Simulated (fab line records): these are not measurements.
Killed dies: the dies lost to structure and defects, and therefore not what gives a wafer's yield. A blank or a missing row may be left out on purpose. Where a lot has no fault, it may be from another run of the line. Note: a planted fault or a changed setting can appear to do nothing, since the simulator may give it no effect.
fab line records	flow sky130
record lots=12	wafers=36	last_day=50
route steps=708 shown SONOS_ONO@170 LDD_P@266 POLY_CUT@315 LI_CONTACT@377
lots untouched by any fault: they come from a run of this same line in which no faults occurred
start_h: the number of hours between the record's first day and the start of the first shown wafer of the lot	wait_h: how many hours have passed since the lot's step before this one	" identical to the entry in the row above	L1.1+2: a row that stands for several wafers	- either no value or no given start	* or withheld: withheld	< > ~ a bound
route shown NAME@n: a module of which the file shows steps, and the number in the route of the first	usual: the fault-free wafers' mean and standard deviation	same: alike in all rows	chamber/n: place in a boat	sites: each site's reading	_std_site: how widely they spread, as a standard deviation	_edge_site: mean of outer sites minus mean of inner sites	radius_mm: how far each site lies from the wafer's centre	mask NAME#n: copy n	behind: the tool/chamber that last shaped the wafer	hold: reason for holding the lot/hours on hold/outcome of the hold	device: transistor that didn't switch, given as n, p or np	end of line: the tests these same wafers got at the end of their route	a step with no rows: only its recipe	killed: count of dies lost to structure and defects at first sort (not the wafer's yield)	map: per-die view of a wafer (x killed, . not killed, _ where there is no die)
set.NAME: setting as actually run; set.NAME@STEP: the setting as run at that earlier step	model.NAME: the simulator's own value behind a step, which no gauge read
the route's steps for a sample of lots (tables are steps, rows are wafers)
services: when a tool's chamber went out of use (start_h, in hours from the record's first day, below 0 if earlier), for how many hours, and the reason
## steps
# step SKY_SONOS_ONO_CVD_02
# recipe material=Si3N4	precursor=DCS/NH3	target_thk_nm=10.5	temp_c=770	time_s=180	pressure_mtorr=250
# usual spike_tc_bottom_C=785.8/2	spike_tc_centre_C=771.2/1.5	spike_tc_lower_C=769.3/1.1	spike_tc_top_C=778.4/1.6	spike_tc_upper_C=769.9/1.3	susceptor_temp_C=770.1/0.36	zone_power_centre_pct=12.4/1.6	zone_power_upper_pct=12.1/1.4
lot.wafer	tool	chamber	start_h	wait_h	spike_tc_bottom_C	spike_tc_centre_C	spike_tc_lower_C	spike_tc_top_C	spike_tc_upper_C	susceptor_temp_C	zone_power_centre_pct	zone_power_upper_pct
L804.3	lpcvd-02	1	242.43	0.0	783.8	768.7	770.7	778.5	768.4	770.4	10.9	10.9
L804.5	"	1	"	"	783.9	768.8	768.7	779.1	770.8	769.7	10.7	10.7
L804.6	"	1	"	"	782.7	770.5	769.3	780.2	770.4	770.3	10.8	10.6
L805.1	lpcvd-02	1	251.51	0.1	782.9	769.2	769.1	780.1	769.2	770.1	10.8	10.8
L805.5	"	1	"	"	784.2	770.4	769.0	779.2	769.0	769.8	10.9	10.5
L805.6	"	1	"	"	784.3	771.1	768.9	779.0	769.7	769.8	10.9	10.7
L806.3	lpcvd-02	0	264.52	1.7	787.2	770.4	771.3	778.7	769.7	770.3	14.0	13.5
L806.4	"	0	"	"	787.2	770.4	770.9	776.5	769.2	770.4	14.0	13.4
L806.6	"	0	"	"	787.3	772.6	766.8	774.0	769.7	770.3	13.9	13.3
L807.1	lpcvd-02	1	270.51	0.5	784.9	770.4	769.5	778.8	770.9	770.5	11.1	10.6
L807.2	"	1	"	"	783.0	769.9	768.8	778.9	769.9	770.3	11.0	10.7
L807.4	"	1	"	"	784.5	771.2	769.0	780.6	771.8	769.3	10.8	10.5
L808.4	lpcvd-02	0	280.45	2.5	786.3	771.9	767.8	775.6	770.6	770.0	14.0	13.4
L808.5	"	0	"	"	787.3	773.7	770.0	779.9	768.3	770.3	14.1	13.4
L808.6	"	0	"	"	789.0	773.1	769.4	778.2	769.2	770.3	14.2	13.6
L810.2	lpcvd-02	1	294.14	3.8	784.9	771.3	769.9	779.4	770.8	769.5	10.8	10.6
L810.3	"	1	"	"	783.7	768.9	769.2	779.0	771.8	769.9	11.0	10.6
L810.6	"	1	"	"	785.8	771.0	769.6	777.6	769.6	769.4	11.0	10.7
L813.1	lpcvd-02	0	331.82	1.7	785.9	771.6	769.7	777.7	767.8	770.2	14.0	13.5
L813.4	"	0	"	"	787.4	770.2	769.0	777.6	769.2	770.1	14.1	13.4
L813.6	"	0	"	"	786.2	772.0	768.8	777.3	768.1	770.4	13.9	13.4
L814.1	lpcvd-02	0	339.79	0.1	788.3	771.4	770.9	776.0	768.6	770.3	13.9	13.8
L814.2	"	0	"	"	788.0	771.0	769.9	776.0	768.6	770.4	13.8	13.4
L814.3	"	0	"	"	789.2	772.5	770.9	776.4	769.2	770.4	14.2	13.6
L815.2	lpcvd-02	1	339.79	0.0	781.7	769.7	767.7	780.3	772.1	770.1	11.0	10.8
L815.4	"	1	"	"	785.4	769.5	769.9	778.4	769.3	769.8	10.8	10.7
L815.6	"	1	"	"	784.0	771.9	770.2	779.2	771.3	770.3	11.0	10.7
L819.2	lpcvd-02	0	366.67	0.0	805.7	789.7	787.5	794.9	789.0	787.9	14.6	14.1
L819.4	"	0	"	"	804.8	789.9	787.2	795.9	787.1	788.2	14.3	14.0
L819.5	"	0	"	"	804.2	791.0	786.8	796.2	784.8	787.9	14.3	14.3
L820.1	lpcvd-02	0	372.18	0.1	806.0	789.4	787.4	793.4	786.4	788.1	14.7	13.9
L820.3	"	0	"	"	805.8	790.1	788.9	794.7	787.5	788.6	14.5	13.9
L820.5	"	0	"	"	804.1	789.3	789.1	794.3	786.2	788.3	14.5	14.1
L827.2	lpcvd-02	0	431.08	0.0	787.9	770.2	768.9	778.5	769.4	770.2	14.1	13.4
L827.3	"	0	"	"	786.7	772.9	770.3	775.7	768.7	770.7	14.2	13.5
L827.4	"	0	"	"	786.7	770.2	770.8	776.6	769.1	770.2	13.7	13.6
# step SKY_SONOS_ONO_THK_MEAS_03
# recipe reads=Si3N4_of_SONOS_ONO_CVD_02
# usual SONOS_ONO_CVD_02_THK=10.55/0.13
lot.wafer	tool	chamber	start_h	wait_h	SONOS_ONO_CVD_02_THK[nm]
L804.3	film_metro-02	-	243.50	0.0	10.57
L804.5	"	-	"	"	10.52
L804.6	"	-	"	"	10.50
L805.1	film_metro-03	-	252.56	0.0	10.50
L805.5	"	-	"	"	10.49
L805.6	"	-	"	"	10.61
L806.3	film_metro-01	-	265.59	0.0	10.56
L806.4	"	-	"	"	10.61
L806.6	"	-	"	"	10.78
L807.1	film_metro-03	-	272.08	0.0	10.38
L807.2	"	-	"	"	10.40
L807.4	"	-	"	"	10.52
L808.4	film_metro-01	-	282.06	0.0	10.43
L808.5	"	-	"	"	10.45
L808.6	"	-	"	"	10.53
L810.2	film_metro-03	-	295.20	0.0	10.70
L810.3	"	-	"	"	10.65
L810.6	"	-	"	"	10.64
L813.1	film_metro-03	-	332.87	0.0	10.37
L813.4	"	-	"	"	10.40
L813.6	"	-	"	"	10.35
L814.1	film_metro-03	-	340.84	0.0	10.59
L814.2	"	-	"	"	10.57
L814.3	"	-	"	"	10.61
L815.2	film_metro-02	-	340.85	0.0	10.65
L815.4	"	-	"	"	10.70
L815.6	"	-	"	"	10.57
L819.2	film_metro-03	-	367.73	0.0	14.89
L819.4	"	-	"	"	14.79
L819.5	"	-	"	"	15.01
L820.1	film_metro-02	-	373.23	0.0	14.85
L820.3	"	-	"	"	14.74
L820.5	"	-	"	"	14.79
L827.2	film_metro-01	-	432.67	0.0	10.59
L827.3	"	-	"	"	10.68
L827.4	"	-	"	"	10.70
# step SKY_LDD_P_TW_MEAS_11
# usual LDD_P_TW=635/5.4
lot.wafer	tool	chamber	start_h	wait_h	LDD_P_TW
L804.3	film_metro-04	-	417.74	0.1	643
L804.5	"	-	"	"	646
L804.6	"	-	"	"	642
L805.1	film_metro-04	-	424.36	0.1	641
L805.5	"	-	"	"	641
L805.6	"	-	"	"	644
L806.3	film_metro-01	-	441.79	0.1	631
L806.4	"	-	"	"	630
L806.6	"	-	"	"	629
L807.1	film_metro-03	-	455.56	0.1	631
L807.2	"	-	"	"	632
L807.4	"	-	"	"	633
L808.4	film_metro-01	-	466.76	0.1	633
L808.5	"	-	"	"	631
L808.6	"	-	"	"	631
L810.2	film_metro-04	-	481.28	0.1	641
L810.3	"	-	"	"	641
L810.6	"	-	"	"	641
L813.1	film_metro-01	-	524.18	0.1	630
L813.4	"	-	"	"	633
L813.6	"	-	"	"	631
L815.2	film_metro-01	-	534.27	0.1	627
L815.4	"	-	"	"	629
L815.6	"	-	"	"	626
L814.1	film_metro-01	-	535.07	0.1	628
L814.2	"	-	"	"	626
L814.3	"	-	"	"	626
L819.2	film_metro-03	-	561.69	0.1	633
L819.4	"	-	"	"	633
L819.5	"	-	"	"	632
L820.1	film_metro-01	-	566.52	0.1	631
L820.3	"	-	"	"	627
L820.5	"	-	"	"	624
L827.2	film_metro-01	-	623.04	0.1	633
L827.3	"	-	"	"	636
L827.4	"	-	"	"	633
# step SKY_POLY_CUT_CD_MEAS_08
# recipe target_cd_nm=270
# usual cd_nm=269.9/1.6
lot.wafer	tool	chamber	start_h	wait_h	cd_nm
L804.3	cd_sem-01	-	543.75	-	269.6
L804.5	"	-	"	"	270.8
L804.6	"	-	"	"	270.8
L805.1	cd_sem-02	-	550.72	-	269.2
L805.5	"	-	"	"	270.6
L805.6	"	-	"	"	270.5
L806.3	cd_sem-02	-	566.95	-	271.5
L806.4	"	-	"	"	271.2
L806.6	"	-	"	"	270.4
L807.1	cd_sem-01	-	578.96	-	270.7
L807.2	"	-	"	"	271.8
L807.4	"	-	"	"	271.1
L808.4	cd_sem-02	-	609.57	-	267.9
L808.5	"	-	"	"	266.2
L808.6	"	-	"	"	266.6
L810.2	cd_sem-02	-	609.88	-	270.2
L810.3	"	-	"	"	271.8
L810.6	"	-	"	"	270.1
L813.1	cd_sem-01	-	644.77	-	270.7
L813.4	"	-	"	"	271.7
L813.6	"	-	"	"	270.1
L815.2	cd_sem-02	-	652.94	-	268.6
L815.4	"	-	"	"	268.9
L815.6	"	-	"	"	267.5
L814.1	cd_sem-01	-	652.97	-	272.5
L814.2	"	-	"	"	269.0
L814.3	"	-	"	"	272.2
L819.2	cd_sem-01	-	676.64	-	273.6
L819.4	"	-	"	"	272.0
L819.5	"	-	"	"	272.1
L820.1	cd_sem-02	-	680.81	-	268.3
L820.3	"	-	"	"	270.1
L820.5	"	-	"	"	268.9
L827.2	cd_sem-02	-	736.38	-	269.5
L827.3	"	-	"	"	268.7
L827.4	"	-	"	"	271.0
# step SKY_LI_CONTACT_ETCH_15
# recipe target=PSG	chemistry=C4F8/O2/Ar	stop_on=Si	taper_deg=4.15	mask_material=KrF-thick	source_w=1500	bias_w=1200	pressure_mtorr=40	c4f8_flow_sccm=withheld	O2_flow_sccm=6	Ar_flow_sccm=300	time_s=withheld	target_depth_a=6000
# usual oes_product_au=0.836/0.0045
lot.wafer	tool	chamber	start_h	wait_h	oes_product_au
L804.3	rie_diel-03	3	659.76	0.0	0.828
L804.5	"	1	"	"	0.841
L804.6	"	2	"	"	0.839
L805.1	rie_diel-03	1	666.86	0.0	0.829
L805.5	"	1	"	"	0.838
L805.6	"	2	"	"	0.841
L806.3	rie_diel-03	1	680.31	0.0	0.833
L806.4	"	0	"	"	0.835
L806.6	"	3	"	"	0.831
L807.1	rie_diel-04	2	692.76	0.0	0.843
L807.2	"	0	"	"	0.836
L807.4	"	3	"	"	0.843
L808.4	rie_diel-01	3	721.86	0.0	0.839
L808.5	"	2	"	"	0.833
L808.6	"	1	"	"	0.835
L810.2	rie_diel-03	3	722.86	0.0	0.841
L810.3	"	2	"	"	0.845
L810.6	"	3	"	"	0.835
L813.1	rie_diel-03	1	758.31	0.0	0.834
L813.4	"	0	"	"	0.843
L813.6	"	0	"	"	0.844
L815.2	rie_diel-03	2	763.01	0.0	0.838
L815.4	"	1	"	"	0.841
L815.6	"	3	"	"	0.840
L814.1	rie_diel-01	3	763.66	0.0	0.835
L814.2	"	0	"	"	0.834
L814.3	"	1	"	"	0.841
L819.2	rie_diel-03	0	786.96	0.0	0.839
L819.4	"	2	"	"	0.838
L819.5	"	1	"	"	0.843
L820.1	rie_diel-04	3	790.51	0.0	0.832
L820.3	"	0	"	"	0.833
L820.5	"	1	"	"	0.843
L827.2	rie_diel-01	1	845.47	0.0	0.847
L827.3	"	2	"	"	0.836
L827.4	"	3	"	"	0.831
## services
tool	chamber	start_h	hours	kind
rie_diel-01	0	245.58	2.0	repair
rie_diel-04	3	269.30	5.1	repair
rie_diel-03	3	315.97	13.0	repair
rie_diel-03	-	322.65	2.8	pm
rie_diel-03	2	334.95	1.3	repair
rie_diel-01	3	349.71	3.2	repair
rie_diel-03	2	373.64	11.8	repair
rie_diel-01	0	398.28	7.0	repair
lpcvd-02	-	407.26	1.8	repair
rie_diel-01	-	510.72	0.4	repair
rie_diel-01	3	521.36	8.4	repair
rie_diel-01	0	524.97	7.3	repair
lpcvd-02	-	549.81	1.5	repair
lpcvd-02	-	551.34	28.1	pm
rie_diel-03	-	606.84	0.3	repair
rie_diel-01	1	677.84	6.3	repair
lpcvd-02	-	710.43	13.6	repair
rie_diel-01	0	754.81	5.5	repair
rie_diel-01	2	769.16	7.5	repair
rie_diel-03	3	784.35	4.3	repair
rie_diel-01	1	797.64	8.1	repair
rie_diel-03	3	822.77	11.0	repair
rie_diel-01	-	824.12	0.4	repair
rie_diel-03	0	836.64	2.2	repair
## key
first_sign step=SKY_SONOS_ONO_CVD_02	reading=susceptor_temp_C	direction=up	sigmas=50	usual=*	struck=*
effect step=SKY_SONOS_ONO_CVD_02	reading=spike_tc_lower_C	direction=up	sigmas=17	usual=769.3	struck=787.8
effect step=SKY_SONOS_ONO_THK_MEAS_03	reading=SONOS_ONO_CVD_02_THK	direction=up	sigmas=34	usual=10.55	struck=14.85
met_at SKY_SONOS_ONO_CVD_02
struck_lots L819,L820
struck_wafers L819.2,L819.4,L819.5,L820.1,L820.3,L820.5
tester_left_out L819,L820
not_acting_at SKY_LDD_P_TW_MEAS_11,SKY_POLY_CUT_CD_MEAS_08,SKY_LI_CONTACT_ETCH_15
onset_between 339.79 366.67
fault kind=process_parameter_drift	tool=lpcvd-02	chamber=0	onset_h=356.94	steps=SKY_SONOS_ONO_CVD_02	channel=temp_c	offset=*	shape=step	end_h=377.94	acts_in=*	stated=*
# tester_left_out: of these lots the tester's yield and bins aren't shown, on N5 and GAA mostly nor the transistor test; their killed dies are dies lost to structure and defects alone, not to doping, threshold or leakage, so they don't give the yield
